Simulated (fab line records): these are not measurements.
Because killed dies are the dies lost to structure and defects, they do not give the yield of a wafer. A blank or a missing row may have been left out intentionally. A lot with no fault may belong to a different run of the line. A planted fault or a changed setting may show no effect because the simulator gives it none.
Matching of chambers ; flow sky130 ; SKY_VIA2_HDPCVD_00 on hdpcvd-02 has 3 sister chambers
The step deposits SiO2, target thk 1180 nm, time 196.7 s. 3 wafers are shown with their chamber, then 7 later ones without.

WAFERS PAIRED WITH THEIR CHAMBERS
wafer;chamber;runLengthS (s)
L524.2;2;225.5
L536.3;0;224.1
L536.5;1;224.7

WAFERS MISSING THEIR CHAMBER
wafer;runLengthS (s)
L536.6;225.0
L539.2;225.4
L539.4;225.2
L539.6;224.7
L541.2;225.1
L541.3;224.7
L541.4;224.6

WHICH CHAMBER EACH WENT THROUGH
wafer;from the rows above;in truth
L536.6;can't be placed: 1 or 2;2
L539.2;2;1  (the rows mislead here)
L539.4;can't be placed: 2 or 1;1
L539.6;1;1
L541.2;can't be placed: 1 or 2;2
L541.3;1;1
L541.4;can't be placed: 1 or 0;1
2 of 7 placed correctly. Can't be placed from these rows: 4 (the true chamber is among the candidates in 4). Wrongly placed: 1.
How it was worked out, from the rows above alone: a wafer's distance from a chamber is the root of the sum, over the readings, of the square of ((its reading less the chamber's mean) divided by the reading's scatter). If the next closest chamber is less than 2 further off than the closest, the wafer can't be placed; otherwise it belongs to the closest. Each chamber's mean is taken over the wafers shown for it. The scatter: root of mean squared gap, hidden wafer to nearest shown wafer, with one shown wafer a chamber.
